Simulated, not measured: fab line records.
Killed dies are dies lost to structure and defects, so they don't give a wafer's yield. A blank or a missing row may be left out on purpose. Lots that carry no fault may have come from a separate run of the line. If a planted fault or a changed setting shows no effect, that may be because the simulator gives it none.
Which of the tools did it? ; flow sky130 ; 10 lots with 30 wafers sampled at 5 steps, on a route of 708 steps

## WHAT THE GAUGES READ, wafer by wafer
SKY_VIA4_RS_MEAS_19: uses a four-point probe to measure. Usual: VIA4_W_RS typically reads 0.2270 ohm/sq, with standard deviation 0.0024.
lot;measured;on;VIA4_W_RS (ohm/sq);flag
L513;day 42 23:40;film-metro-02;0.2287 0.2275 0.2291;
L514;day 43 04:17;film-metro-02;0.2244 0.2248 0.2277;
L518;day 44 09:38;film-metro-03;0.2240 0.2267 0.2273;
L520;day 45 03:06;film-metro-02;0.2279 0.2259 0.2197;
L527;day 46 16:19;film-metro-01;0.2298 0.2297 0.2297;
L531;day 47 18:50;film-metro-02;0.2179 0.2145 0.2174;OFF
L532;day 48 01:55;film-metro-01;0.2175 0.2149 0.2134;OFF
L533;day 48 02:43;film-metro-01;0.2163 0.2151 0.2165;OFF
L534;day 48 10:59;film-metro-03;0.2283 0.2289 0.2269;
L535;day 48 16:43;film-metro-01;0.2299 0.2292 0.2289;

SKY_VIA4_THK_MEAS_20: measures by xrf. Usual: VIA4_W_THK typically reads 510 nm, with standard deviation 8.2.
lot;measured;on;VIA4_W_THK (nm);flag
L513;day 42 23:46;film-metro-02;507 506 505;
L514;day 43 04:23;film-metro-02;520 519 512;
L518;day 44 09:45;film-metro-03;510 506 504;
L520;day 45 03:12;film-metro-02;504 509 526;
L527;day 46 16:25;film-metro-01;513 513 513;
L531;day 47 18:58;film-metro-02;532 539 530;
L532;day 48 02:01;film-metro-01;537 546 549;OFF
L533;day 48 02:49;film-metro-01;542 547 548;OFF
L534;day 48 11:07;film-metro-03;500 495 503;
L535;day 48 16:50;film-metro-01;507 509 515;

## TOOL THAT RAN EACH LOT (tool first, then ch and the chambers of the sampled wafers, then the start)
lot;SKY_METAL3_ETCH_17;SKY_METAL4_SOFTBAKE_09;SKY_VIA4_CVD_18
L513;rie-diel-01 ch 2,3, day 38 18:02;litho-track-04 ch 0, day 42 23:31 or earlier;cvd-w-01 ch 0,1, day 42 23:31
L514;rie-diel-04 ch 0,3, day 38 21:10;litho-track-03 ch 0, day 43 04:07 or earlier;cvd-w-01 ch 0,1, day 43 04:07
L518;rie-diel-02 ch 0,3, day 40 04:31;litho-track-03 ch 0, day 44 09:29 or earlier;cvd-w-01 ch 0,1, day 44 09:29
L520;rie-diel-04 ch 2,3, day 41 00:58;litho-track-04 ch 0, day 45 02:58 or earlier;cvd-w-01 ch 0,1, day 45 02:58
L527;rie-diel-02 ch 1,2, day 42 20:38;litho-track-04 ch 0, day 46 16:08 or earlier;cvd-w-02 ch 0,1, day 46 16:08
L531;rie-diel-02 ch 0,3, day 44 00:01;litho-track-02 ch 0, day 47 18:41 or earlier;cvd-w-01 ch 0,1, day 47 18:41
L532;rie-diel-02 ch 0,1,3, day 44 09:49;litho-track-03 ch 0, day 48 01:44 or earlier;cvd-w-01 ch 0,1, day 48 01:44
L533;rie-diel-01 ch 0,3, day 44 10:23;litho-track-03 ch 0, day 48 02:32 or earlier;cvd-w-01 ch 0,1, day 48 02:32
L534;rie-diel-02 ch 0,3, day 44 19:46;litho-track-02 ch 0, day 48 10:50 or earlier;cvd-w-02 ch 0,1, day 48 10:50
L535;rie-diel-01 ch 0,2,3, day 45 01:08;litho-track-04 ch 0, day 48 16:33 or earlier;cvd-w-02 ch 0, day 48 16:33
- SKY_METAL3_ETCH_17: etches SiO2 in C4F8/O2/Ar, stops on TiN, time 3.9 s, target depth 15 nm.
- SKY_METAL4_SOFTBAKE_09: time 92.46 s.
- SKY_VIA4_CVD_18: deposits W, target thk 505 nm, time 152.14 s.

## AS READ BY THE TOOLS THEMSELVES (means over the sampled wafers that have a number; for cases with no such wafer, the mark the record gives instead)
SKY_METAL3_ETCH_17. Usual: oes-product-au at 0.755 a.u., with a standard deviation of 0.0067.
lot;tool;oes-product-au (a.u.);flag
L513;rie-diel-01;0.756;
L514;rie-diel-04;0.762;
L518;rie-diel-02;0.758;
L520;rie-diel-04;0.753;
L527;rie-diel-02;0.753;
L531;rie-diel-02;0.750;
L532;rie-diel-02;0.760;
L533;rie-diel-01;0.759;
L534;rie-diel-02;0.753;
L535;rie-diel-01;0.759;

SKY_METAL4_SOFTBAKE_09. Usual: plate-sensor-t-centre-C 100.88 C, standard deviation 0.0099; plate-sensor-t-edge-C 100.95 C, standard deviation 0.01.
lot;tool;plate-sensor-t-centre-C (C);plate-sensor-t-edge-C (C);flag
L513;litho-track-04;100.89;100.95;
L514;litho-track-03;100.88;100.95;
L518;litho-track-03;100.89;100.94;
L520;litho-track-04;100.87;100.95;
L527;litho-track-04;100.88;100.95;
L531;litho-track-02;100.88;100.96;
L532;litho-track-03;100.88;100.95;
L533;litho-track-03;100.87;100.95;
L534;litho-track-02;100.89;100.96;
L535;litho-track-04;100.88;100.96;

SKY_VIA4_CVD_18. Usual: heater-power-w 926 W, standard deviation 49; susceptor-temp-C 400.04 C, standard deviation 0.22.
lot;tool;heater-power-w (W);susceptor-temp-C (C);flag
L513;cvd-w-01;924;400.02;
L514;cvd-w-01;917;400.17;
L518;cvd-w-01;910;400.08;
L520;cvd-w-01;929;399.85;
L527;cvd-w-02;958;399.97;
L531;cvd-w-01;950;402.47;OFF
L532;cvd-w-01;935;402.52;OFF
L533;cvd-w-01;927;402.56;OFF
L534;cvd-w-02;979;399.78;
L535;cvd-w-02;1029;399.92;

## THE ANSWER, worked out from the rows above alone
Rule: take the mean of a lot's wafers that have a number; if it is more than 3 standard deviations from the usual mean, the lot is off. Also off: a lot with no number at a reading for which 4 or more lots have one. The other lots that the step has rows for count as sound. The gauges are gone through in route order, then the tools' own readings, and for those a lot's mean is taken as printed above. At the first step where some lot is off, the reading lying furthest off is the one used; lots without a number count as furthest.
Off: L531, L532, L533, seen at SKY_VIA4_RS_MEAS_19 (VIA4_W_RS).
If a tool, at a process step before that reading, ran all the lots that are off and no sound lot after the first of them, it fits. Not tried: the gauges at SKY_VIA4_RS_MEAS_19; whatever is off there is also off at SKY_VIA4_CVD_18, on other tools, and gauge error can't account for it. SKY_METAL4_SOFTBAKE_09: start missing for some lots; hours and lot order therefore follow SKY_VIA4_CVD_18. One candidate fits, namely cvd-w-01 at SKY_VIA4_CVD_18. Its last sound lot is L520 (day 45 02:58), its first lot that is off L531 (day 47 18:41): a fault that began between those two fits.
On the lots that are off, the tool's own readings at SKY_VIA4_CVD_18 differ by more than 5 times the standard deviation of the sound lots' means, which bears it out; susceptor-temp-C reads 402.52 C there versus 399.97 C on the sound lots.

## WHAT THE SIMULATOR HAD INSERTED
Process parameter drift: cvd-w-01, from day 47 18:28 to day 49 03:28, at SKY_VIA4_CVD_18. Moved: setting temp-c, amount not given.
Shown lots that were struck: L531, L532, L533. The same result came from the rule above.
